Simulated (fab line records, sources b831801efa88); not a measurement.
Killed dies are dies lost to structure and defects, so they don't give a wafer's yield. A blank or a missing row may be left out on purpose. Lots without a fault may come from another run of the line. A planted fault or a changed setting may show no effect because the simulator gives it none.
A struck lot beside a sound one | flow sky130 | 14 steps out of a route of 708
Sound: wafers L194.3, L194.4, L194.6. Struck: wafers L208.2, L208.3, L208.6. The cause comes at the end.
At each step with rows: each side's tool, then ch and its chambers, then its first start. Under that, the readings that differ: sound wafers | struck wafers | difference of the means | sigmas: that difference in standard deviations of wafers without a fault.
alike: readings whose means differ by less than 2 such deviations, and words and numbers that are the same on both sides. not compared: withheld readings, readings that some wafer has no value for, bounds like >300 that may hide the same value, and numbers for which the record gives no deviation and whose values overlap.
The two part at a step that has a row with sigmas, a row that says differs or no value, or rows on one side only. Numbers that don't overlap but have no deviation are shown without sigmas and don't part them. A reading that every wafer of one side lacks parts them only if that side has two wafers or more.

first, 6 steps without rows for these wafers: SKY_METAL3_COAT_07 (resist thk 60 nm); SKY_METAL3_COAT_08 (resist thk 1140 nm); SKY_METAL3_SOFTBAKE_09 (time 90 s); SKY_METAL3_EXPOSE_10 (exposes mask MM3, target cd 300 nm); SKY_METAL3_PEB_11; SKY_METAL3_DEVELOP_12 (develop time 60 s).
SKY_METAL3_CD_MEAS_13: target cd 300 nm.
  sound on cd_sem-02, day 39 20:55; struck on cd_sem-02, day 43 18:48
  alike: cd_nm
SKY_METAL3_OVL_MEAS_14:
  sound on overlay-01, day 39 21:01; struck on overlay-02, day 43 18:55
  alike: METAL3_OVL
SKY_METAL3_DESCUM_15: chemistry O2, time 8 s.
  sound on rie_metal-03 ch 1, day 39 21:04; struck on rie_metal-02 ch 0, day 43 18:56
  alike: drypump_motor_current_A, oes_product_au
  not compared: rf_hours_counter_h
SKY_METAL3_ETCH_16: etches BARC in N2/H2, stops on SiO2, time 88.2 s, target depth 60 nm.
  sound on rie_metal-03 ch 1, day 39 21:10; struck on rie_metal-02 ch 0, day 43 18:58
  alike: drypump_motor_current_A, oes_product_au, throttle_valve_pct
  not compared: rf_hours_counter_h
SKY_METAL3_ETCH_17: etches SiO2 in C4F8/O2/Ar, stops on TiN, time 3.9 s, target depth 15 nm.
  sound on rie_diel-01 ch 0,1, day 39 21:18; struck on rie_diel-03 ch 0,3, day 43 19:04
  alike: oes_product_au
SKY_METAL3_METAL_ETCH_18: etches the open film in Cl2/BCl3, stops on SiO2, target depth 845 nm, time 183.1 s.
  sound on rie_metal-02 ch 0,1, day 39 21:23; struck on rie_metal-01 ch 0,1, day 43 19:05
  alike: drypump_motor_current_A, oes_product_au, throttle_valve_pct
  not compared: rf_hours_counter_h
SKY_METAL3_STRIP_19: strips in O2/N2.
  sound on plasma_asher-01 ch 0,1, day 39 21:32; struck on plasma_asher-03 ch 0,1, day 43 19:16
  no value came back on the struck wafers for chamber_pressure_mTorr (mTorr), drypump_motor_current_A (A), oes_product_au (a.u.), strip_time_to_endpoint_s (s); on the sound wafers chamber_pressure_mTorr (mTorr) reads 1501.1 1499.4 1499.2
  reading                                       | sound | struck            | difference | sigmas
  model.KrF-thick_of_METAL3_COAT_08.thk_nm (nm) | 0 0 0 | 534.6 516.3 513.8 | +521.6     |
  not compared: rf_hours_counter_h
then, 1 step without rows for these wafers: SKY_METAL3_STRIP_20 (strips in post etch residue remover, time 1200 s).

WHERE THEY PART
Only at SKY_METAL3_STRIP_19, within this record.

WHY: what the simulator had put in
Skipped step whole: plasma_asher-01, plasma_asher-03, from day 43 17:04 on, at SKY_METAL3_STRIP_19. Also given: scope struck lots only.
